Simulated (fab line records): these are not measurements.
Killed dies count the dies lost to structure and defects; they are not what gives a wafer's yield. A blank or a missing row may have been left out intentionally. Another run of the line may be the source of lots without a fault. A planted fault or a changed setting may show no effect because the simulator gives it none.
fab line records | flow sky130
record: lots: 6 | wafers: 18 | last-day: 51
route steps=708 shown NWELL@59
lots that met no fault: taken from a fault-free run of the same line
start-h: the number of hours between the record's first day and the start of the first shown wafer of the lot | wait-h: how many hours have passed since the lot's step before this one | " repeats the value in the row above | L1.1+2: several wafers, shown together as one row | - no value, or no start was given | * or withheld: withheld | < > ~ a bound
route shown NAME@n: a module of which the file shows steps, and the number in the route of the first | usual: mean and standard deviation over wafers with no fault | same: alike in all rows | chamber/n: place in a boat | sites: per-site readings | _std_site: the values' standard deviation | _edge_site: the outer-site mean with the inner-site mean subtracted | radius-mm: how far each site lies from the wafer's centre | mask NAME#n: copy n | behind: tool/chamber where the wafer was last shaped | hold: why the lot was held/for how many hours/how that ended | device: the n, p or np transistor that did not switch | end of line: tests of these same wafers at the route's end | for a step that has no rows: nothing shown but its recipe | killed: at the first sort, the dies lost to defects and structure; wafer yield is something else | map: per-die view of a wafer (x killed, . not killed, _ where there is no die)
set.NAME: setting as actually run; set.NAME@STEP: the setting as run at that earlier step | model.NAME: the simulator's own value behind a step, which no gauge read
lots seen at some steps along the route; tables by step, rows by wafer
services: the hour from which a tool's chamber was out of use, counted from the record's first day as start-h (under 0 if before that day), plus the number of hours and why
== steps ==
step: SKY_NWELL_SOFTBAKE_06
recipe: temp-c: 110 | time-s: withheld
step: SKY_NWELL_EXPOSE_07
recipe: mask-id: NWM | na: 0.6 | source-shape: conventional | sigma-outer: 0.6 | polarization: unpolarized | target-cd-nm: 840 | dose-mj: 255
step: SKY_NWELL_PEB_08
recipe: temp-c: 115 | time-s: withheld
step: SKY_NWELL_DEVELOP_09
recipe: wall-angle-deg: 90 | developer: TMAH | develop-time-s: 60 | dev-temp-c: 23
step: SKY_NWELL_OVL_MEAS_10
usual: NWELL_00_OVL: -0.3/1.4
lot.wafer | tool       | chamber | start-h | wait-h | NWELL_00_OVL[nm]
L133.3    | overlay-02 | -       | 150.49  | -      | -1.5
L133.4    | "          | -       | "       | "      | 1.1
L133.6    | "          | -       | "       | "      | -2.1
L134.4    | overlay-02 | -       | 161.15  | -      | 1.7
L134.5    | "          | -       | "       | "      | 1.3
L134.6    | "          | -       | "       | "      | 3.2
L140.1    | overlay-02 | -       | 191.97  | -      | 0.8
L140.2    | "          | -       | "       | "      | 0.5
L140.6    | "          | -       | "       | "      | -0.1
L141.1    | overlay-02 | -       | 202.97  | -      | 1.0
L141.2    | "          | -       | "       | "      | 0.3
L141.3    | "          | -       | "       | "      | 0.1
L144.3    | overlay-02 | -       | 222.18  | -      | -1.4
L144.4    | "          | -       | "       | "      | 0.9
L144.5    | "          | -       | "       | "      | 0.8
L145.1    | overlay-01 | -       | 230.77  | -      | 1.2
L145.4    | "          | -       | "       | "      | 1.8
L145.6    | "          | -       | "       | "      | 1.2
step: SKY_NWELL_IMPLANT_11
recipe: species: P | energy-kev: 400 | dose-cm2: 1.9e+13 | tilt-deg: withheld
step: SKY_NWELL_IMPLANT_12
recipe: species: P | energy-kev: 120 | dose-cm2: 1.3e+12 | tilt-deg: withheld
step: SKY_NWELL_IMPLANT_13
recipe: species: P | energy-kev: 50 | dose-cm2: 7e+11 | tilt-deg: withheld
step: SKY_NWELL_STRIP_14
recipe: chemistry: O2/N2 | power-w: 1400 | pressure-mtorr: 1500 | platen-temp-c: withheld | o2-flow-sccm: 3000 | n2-flow-sccm: 300 | overash-fraction: 0.5
usual: drypump-motor-current-A: 5.68/0.29 | oes-product-au: 0.723/0.0045 | strip-time-to-endpoint-s: 36.89/0.089
lot.wafer | tool            | chamber | start-h | wait-h | drypump-motor-current-A | oes-product-au | rf-hours-counter-h | strip-time-to-endpoint-s
L133.3    | plasma-asher-01 | 0       | 151.00  | 0.1    | 5.51                    | 0.727          | -                  | 36.82
L133.4    | "               | 1       | "       | "      | 6.11                    | 0.723          | -                  | 36.83
L133.6    | "               | 1       | "       | "      | 6.13                    | 0.714          | -                  | 36.79
L134.4    | plasma-asher-01 | 0       | 161.65  | 0.1    | 5.50                    | 0.718          | -                  | 36.98
L134.5    | "               | 1       | "       | "      | 6.14                    | 0.714          | -                  | 36.99
L134.6    | "               | 0       | "       | "      | 5.50                    | 0.721          | -                  | 36.95
L140.1    | plasma-asher-04 | 0       | 192.46  | 0.1    | 5.65                    | 0.725          | 49                 | 36.89
L140.2    | "               | 1       | "       | "      | 5.28                    | 0.716          | 49                 | 37.05
L140.6    | "               | 1       | "       | "      | 5.34                    | 0.726          | -                  | 36.94
L141.1    | plasma-asher-04 | 1       | 203.46  | 0.1    | 5.33                    | 0.723          | 50                 | 36.80
L141.2    | "               | 0       | "       | "      | 5.62                    | 0.726          | 50                 | 36.70
L141.3    | "               | 1       | "       | "      | 5.31                    | 0.721          | -                  | 36.70
L144.3    | plasma-asher-03 | 1       | 222.69  | 0.1    | 5.97                    | 0.730          | -                  | 36.94
L144.4    | "               | 0       | "       | "      | 5.46                    | 0.723          | -                  | 36.98
L144.5    | "               | 0       | "       | "      | 5.47                    | 0.712          | -                  | 37.04
L145.1    | plasma-asher-01 | 1       | 231.26  | 0.1    | 6.08                    | 0.718          | 53                 | 37.00
L145.4    | "               | 0       | "       | "      | 5.49                    | 0.723          | -                  | 36.89
L145.6    | "               | 1       | "       | "      | 6.07                    | 0.718          | -                  | 36.95
step: SKY_NWELL_TW_MEAS_15
usual: NWELL_TW: 1824/7.6
lot.wafer | tool          | chamber | start-h | wait-h | NWELL_TW
L133.3    | film-metro-02 | -       | 151.09  | 0.1    | 1826
L133.4    | "             | -       | "       | "      | 1830
L133.6    | "             | -       | "       | "      | 1832
L134.4    | film-metro-01 | -       | 161.75  | 0.1    | 1816
L134.5    | "             | -       | "       | "      | 1828
L134.6    | "             | -       | "       | "      | 1814
L140.1    | film-metro-04 | -       | 192.56  | 0.1    | 1826
L140.2    | "             | -       | "       | "      | 1827
L140.6    | "             | -       | "       | "      | 1833
L141.1    | film-metro-01 | -       | 203.56  | 0.1    | 1826
L141.2    | "             | -       | "       | "      | 1827
L141.3    | "             | -       | "       | "      | 1823
L144.3    | film-metro-01 | -       | 222.77  | 0.1    | 1816
L144.4    | "             | -       | "       | "      | 1821
L144.5    | "             | -       | "       | "      | 1817
L145.1    | film-metro-02 | -       | 231.36  | 0.1    | 1831
L145.4    | "             | -       | "       | "      | 1829
L145.6    | "             | -       | "       | "      | 1832
step: SKY_NWELL_DEHYDRATE_16
recipe: temp-c: 200 | time-s: 60
step: SKY_NWELL_HMDS_17
recipe: prime-time-s: 60 | prime-temp-c: 120
step: SKY_NWELL_COAT_18
recipe: spin-rpm: 2000 | resist-thk-nm: 3000
lot.wafer | tool           | chamber | start-h | wait-h | model.coat_of_NWELL_COAT_18.thk-nm
L133.3    | litho-track-03 | 0       | 160.52  | 0.1    | 2991
L133.4    | "              | 0       | "       | "      | 2999
L133.6    | "              | 0       | "       | "      | 2987
L134.4    | litho-track-02 | 0       | 171.61  | 0.1    | 3011
L134.5    | "              | 0       | "       | "      | 3006
L134.6    | "              | 0       | "       | "      | 2998
L140.1    | litho-track-02 | 0       | 203.48  | 0.1    | 3006
L140.2    | "              | 0       | "       | "      | 3004
L140.6    | "              | 0       | "       | "      | 3000
L141.1    | litho-track-03 | 0       | 214.52  | 0.1    | 819.6
L141.2    | "              | 0       | "       | "      | 820.9
L141.3    | "              | 0       | "       | "      | 819.7
L144.3    | litho-track-03 | 0       | 234.62  | 0.1    | 820.7
L144.4    | "              | 0       | "       | "      | 823.5
L144.5    | "              | 0       | "       | "      | 821.3
L145.1+4  | litho-track-04 | 0       | 242.72  | 0.1    | 3005
L145.6    | "              | 0       | "       | "      | 3012
step: SKY_NWELL_SOFTBAKE_19
recipe: temp-c: 110 | time-s: withheld
step: SKY_NWELL_EXPOSE_20
recipe: mask-id: NWM_COMPLEMENT | na: 0.6 | source-shape: conventional | sigma-outer: 0.6 | polarization: unpolarized | target-cd-nm: 840 | dose-mj: 260
step: SKY_NWELL_PEB_21
recipe: temp-c: 115 | time-s: withheld
step: SKY_NWELL_DEVELOP_22
recipe: wall-angle-deg: 90 | developer: TMAH | develop-time-s: 60 | dev-temp-c: 23
lot.wafer | tool           | chamber | start-h | wait-h | model.coat_of_NWELL_COAT_18.thk-nm
L133.3    | litho-track-03 | 0       | -       | -      | 2987
L133.4    | "              | 0       | "       | "      | 2995
L133.6    | "              | 0       | "       | "      | 2983
L134.4    | litho-track-04 | 0       | -       | -      | 3006
L134.5    | "              | 0       | "       | "      | 3001
L134.6    | "              | 0       | "       | "      | 2993
L140.1    | litho-track-02 | 0       | -       | -      | 3002
L140.2    | "              | 0       | "       | "      | 3000
L140.6    | "              | 0       | "       | "      | 2995
L141.1    | litho-track-03 | 0       | -       | -      | 815.3
L141.2    | "              | 0       | "       | "      | 816.7
L141.3    | "              | 0       | "       | "      | 815.5
L144.3    | litho-track-04 | 0       | -       | -      | 816.4
L144.4    | "              | 0       | "       | "      | 819.3
L144.5    | "              | 0       | "       | "      | 817.1
L145.1+4  | litho-track-02 | 0       | -       | -      | 3001
L145.6    | "              | 0       | "       | "      | 3008
step: SKY_NWELL_OVL_MEAS_23
usual: NWELL_01_OVL: 0.2/1.6
lot.wafer | tool       | chamber | start-h | wait-h | NWELL_01_OVL[nm]
L133.3    | overlay-01 | -       | 170.83  | -      | 3.8
L133.4    | "          | -       | "       | "      | 2.9
L133.6    | "          | -       | "       | "      | 2.5
L134.4    | overlay-02 | -       | 183.44  | -      | 3.5
L134.5    | "          | -       | "       | "      | 0.9
L134.6    | "          | -       | "       | "      | 2.1
L140.1    | overlay-02 | -       | 215.18  | -      | 0.2
L140.2    | "          | -       | "       | "      | -0.6
L140.6    | "          | -       | "       | "      | 0.6
L141.1    | overlay-02 | -       | 227.07  | -      | 1.3
L141.2    | "          | -       | "       | "      | 1.5
L141.3    | "          | -       | "       | "      | 2.5
L144.3    | overlay-01 | -       | 246.73  | -      | -0.6
L144.4    | "          | -       | "       | "      | -1.3
L144.5    | "          | -       | "       | "      | -1.2
L145.1    | overlay-01 | -       | 254.83  | -      | 0.4
L145.4    | "          | -       | "       | "      | 0.6
L145.6    | "          | -       | "       | "      | -0.2
step: SKY_NWELL_IMPLANT_24
recipe: species: B | energy-kev: 140 | dose-cm2: 9.2e+12 | tilt-deg: withheld
step: SKY_NWELL_STRIP_25
recipe: chemistry: O2/N2 | power-w: 1400 | pressure-mtorr: 1500 | platen-temp-c: withheld | o2-flow-sccm: 3000 | n2-flow-sccm: 300 | overash-fraction: 0.5
usual: drypump-motor-current-A: 5.70/0.28 | oes-product-au: 0.723/0.0047 | strip-time-to-endpoint-s: 36.90/0.1
lot.wafer | tool            | chamber | start-h | wait-h | drypump-motor-current-A | oes-product-au | rf-hours-counter-h | strip-time-to-endpoint-s
L133.3    | plasma-asher-01 | 1       | 171.04  | 0.1    | 6.09                    | 0.713          | -                  | 36.79
L133.4    | "               | 0       | "       | "      | 5.48                    | 0.719          | -                  | 36.90
L133.6    | "               | 0       | "       | "      | 5.51                    | 0.725          | -                  | 36.77
L134.4    | plasma-asher-01 | 0       | 183.64  | 0.1    | 5.49                    | 0.727          | -                  | 37.04
L134.5    | "               | 0       | "       | "      | 5.49                    | 0.729          | -                  | 37.01
L134.6    | "               | 1       | "       | "      | 6.05                    | 0.727          | -                  | 36.89
L140.1    | plasma-asher-01 | 1       | 215.37  | 0.1    | 6.10                    | 0.726          | 51                 | 36.99
L140.2    | "               | 0       | "       | "      | 5.49                    | 0.731          | 51                 | 36.96
L140.6    | "               | 1       | "       | "      | 6.07                    | 0.736          | -                  | 36.90
L141.1    | plasma-asher-03 | 1       | 227.25  | 0.1    | 5.97                    | 0.690          | 41                 | 11.17
L141.2    | "               | 0       | "       | "      | 5.43                    | 0.695          | 41                 | 11.18
L141.3    | "               | 0       | "       | "      | 5.47                    | 0.693          | -                  | 11.18
L144.3    | plasma-asher-01 | 1       | 246.94  | 0.1    | 6.15                    | 0.694          | -                  | 11.20
L144.4    | "               | 0       | "       | "      | 5.48                    | 0.698          | -                  | 11.23
L144.5    | "               | 1       | "       | "      | 6.13                    | 0.699          | -                  | 11.18
L145.1    | plasma-asher-01 | 0       | 255.02  | 0.1    | 5.47                    | 0.726          | 55                 | 36.96
L145.4    | "               | 1       | "       | "      | 6.07                    | 0.723          | -                  | 36.98
L145.6    | "               | 1       | "       | "      | 6.08                    | 0.725          | -                  | 37.06
step: SKY_NWELL_TW_MEAS_26
usual: NWELL_2_TW: 497.8/2.3
lot.wafer | tool          | chamber | start-h | wait-h | NWELL_2_TW
L133.3    | film-metro-01 | -       | 171.13  | 0.1    | 496.5
L133.4    | "             | -       | "       | "      | 497.4
L133.6    | "             | -       | "       | "      | 497.7
L134.4    | film-metro-01 | -       | 183.74  | 0.1    | 497.8
L134.5    | "             | -       | "       | "      | 498.3
L134.6    | "             | -       | "       | "      | 496.6
L140.1    | film-metro-01 | -       | 215.47  | 0.1    | 498.7
L140.2    | "             | -       | "       | "      | 496.1
L140.6    | "             | -       | "       | "      | 498.3
L141.1    | film-metro-01 | -       | 227.35  | 0.1    | 493.5
L141.2    | "             | -       | "       | "      | 494.7
L141.3    | "             | -       | "       | "      | 497.7
L144.3    | film-metro-02 | -       | 247.03  | 0.1    | 493.9
L144.4    | "             | -       | "       | "      | 496.9
L144.5    | "             | -       | "       | "      | 499.1
L145.1    | film-metro-01 | -       | 255.12  | 0.1    | 495.7
L145.4    | "             | -       | "       | "      | 499.0
L145.6    | "             | -       | "       | "      | 499.1
== services ==
tool            | chamber | start-h | hours | kind
plasma-asher-04 | -       | 219.03  | 6.2   | repair
plasma-asher-04 | -       | 220.98  | 1.5   | repair
plasma-asher-01 | -       | 237.65  | 0.3   | repair
== key ==
first-sign: step: SKY_NWELL_STRIP_25 | reading: strip-time-to-endpoint-s | direction: down | sigmas: 99+ | usual: * | struck: *
effect: step: SKY_NWELL_STRIP_25 | reading: oes-product-au | direction: down | sigmas: 5.9 | usual: 0.723 | struck: 0.695
model-effect: step: SKY_NWELL_COAT_18 | value: coat_of_NWELL_COAT_18.thk-nm | without: 2987 | struck: 821
model-effect: step: SKY_NWELL_DEVELOP_22 | value: coat_of_NWELL_COAT_18.thk-nm | without: 2982 | struck: 816.7
met-at SKY_NWELL_COAT_18
struck-wafers L141.1,L141.2,L141.3,L144.3,L144.4,L144.5
sort-left-out L141.1,L141.2,L141.3,L144.3,L144.4,L144.5
tester-left-out L141,L144
onset-between 160.52 214.52
fault: kind: process-parameter-drift | tool: litho-track-03 | chamber: - | onset-h: 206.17 | steps: SKY_NWELL_COAT_18 | channel: resist-thk-nm | offset: -2175.4 | shape: step | end-h: 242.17 | acts-in: these-recipes-only | stated: 3000
tester-left-out: of these lots the tester's yield and bins aren't shown, on N5 and GAA mostly nor the transistor test; their killed dies are dies lost to structure and defects alone, not to doping, threshold or leakage, so they don't give the yield
sort-left-out: the simulated sort isn't trusted on such a fault, so these wafers' sort isn't shown, and their yield isn't known
